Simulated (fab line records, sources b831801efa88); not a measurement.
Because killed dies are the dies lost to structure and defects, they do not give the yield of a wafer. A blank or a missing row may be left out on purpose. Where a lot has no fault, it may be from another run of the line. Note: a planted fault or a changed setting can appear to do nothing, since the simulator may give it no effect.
Chamber matching	flow sky130	rie_diel-04 running SKY_VIA2_ETCH_15: 4 sister chambers
The step etches SiO2 in C4F8/O2/Ar, stops on TiN, target depth 546 nm, time 84 s. 4 wafers are shown with their chamber, then 12 later ones without.

== WAFERS, EACH WITH ITS CHAMBER ==
wafer	chamber	oes_product_au (a.u.)
L086.5	0	0.938
L086.6	2	0.941
L088.1	3	0.938
L088.5	1	0.936

== WAFERS MISSING THEIR CHAMBER ==
wafer	oes_product_au (a.u.)
L092.1	0.940
L092.2	0.940
L092.3	0.933
L092.4	0.939
L092.5	0.941
L092.6	0.939
L093.2	0.943
L093.3	0.944
L093.5	0.939
L096.3	0.940
L096.5	0.937
L096.6	0.935

== CHAMBER TAKEN BY EACH ==
wafer	from the rows above	in truth
L092.1	can't be placed: 2 or 0 or 3 or 1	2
L092.2	can't be placed: 2 or 0 or 3 or 1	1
L092.3	can't be placed: 1 or 0 or 3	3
L092.4	can't be placed: 0 or 3 or 2 or 1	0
L092.5	can't be placed: 2 or 0 or 3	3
L092.6	can't be placed: 0 or 3 or 2 or 1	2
L093.2	can't be placed: 2 or 0 or 3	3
L093.3	can't be placed: 2 or 0 or 3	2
L093.5	can't be placed: 0 or 3 or 2 or 1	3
L096.3	can't be placed: 2 or 0 or 3 or 1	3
L096.5	can't be placed: 0 or 3 or 1 or 2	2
L096.6	can't be placed: 1 or 0 or 3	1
Correct placement for 0 of the 12. From these rows, 12 cannot be placed; in 12 the true chamber is one of the candidates. 0 placed wrongly.
How it was worked out, from the rows above alone: a wafer's distance from a chamber is the root of the sum, over the readings, of the square of ((its reading less the chamber's mean) divided by the reading's scatter). The wafer belongs to the nearest chamber; if the next one is less than 2 further off, it can't be placed. A chamber's mean is the mean of its shown wafers. The scatter: root of mean squared gap, hidden wafer to nearest shown wafer, with one shown wafer a chamber.
